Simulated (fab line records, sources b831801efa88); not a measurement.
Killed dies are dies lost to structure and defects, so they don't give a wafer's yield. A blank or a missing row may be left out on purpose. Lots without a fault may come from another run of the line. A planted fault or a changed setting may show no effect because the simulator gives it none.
Chamber matching | flow sky130 | SKY_FIELD_ISO_ETCH_15 on rie_diel-03: 4 sister chambers
The step etches the open film in CHF3/O2, stops on Si, target depth 180 nm, time 72 s. 8 wafers are shown with their chamber, then 8 later ones without.

WAFERS WITH THEIR CHAMBER
wafer  | chamber | drypump_motor_current_A (A) | rf_fwd_power_W (W)
L081.1 | 2       | 5.65                        | 593.6
L082.1 | 2       | 5.66                        | 596.3
L082.3 | 0       | 6.17                        | 593.0
L082.6 | 1       | 6.15                        | 597.0
L088.1 | 1       | 6.16                        | 597.0
L088.2 | 3       | 5.73                        | 594.6
L088.5 | 0       | 6.18                        | 589.9
L091.2 | 3       | 5.74                        | 592.0

WAFERS WITHOUT THEIR CHAMBER
wafer  | drypump_motor_current_A (A) | rf_fwd_power_W (W)
L091.4 | 6.24                        | 594.6
L091.6 | 5.67                        | 593.0
L095.1 | 6.19                        | 593.0
L095.4 | 6.18                        | 596.9
L095.5 | 5.74                        | 596.5
L097.3 | 6.15                        | 599.4
L097.4 | 5.69                        | 599.7
L097.6 | 5.72                        | 592.3

WHICH CHAMBER EACH WENT THROUGH
wafer  | from the rows above     | in truth
L091.4 | 0                       | 0
L091.6 | 2                       | 2
L095.1 | 0                       | 0
L095.4 | can't be placed: 0 or 1 | 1
L095.5 | 3                       | 3
L097.3 | 1                       | 1
L097.4 | can't be placed: 2 or 3 | 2
L097.6 | 3                       | 3
Placed correctly: 6 of 8. Can't be placed from these rows: 2 (the true chamber is among the candidates in 2). Placed wrongly: 0.
How it was worked out, from the rows above alone: a wafer's distance from a chamber is the root of the sum, over the readings, of the square of ((its reading less the chamber's mean) divided by the reading's scatter). The wafer belongs to the nearest chamber; if the next one is less than 2 further off, it can't be placed. A chamber's mean is the mean of its shown wafers. The scatter: the root of (the sum of the squares of (reading less its chamber's mean) over the shown wafers, divided by (wafers less chambers)).
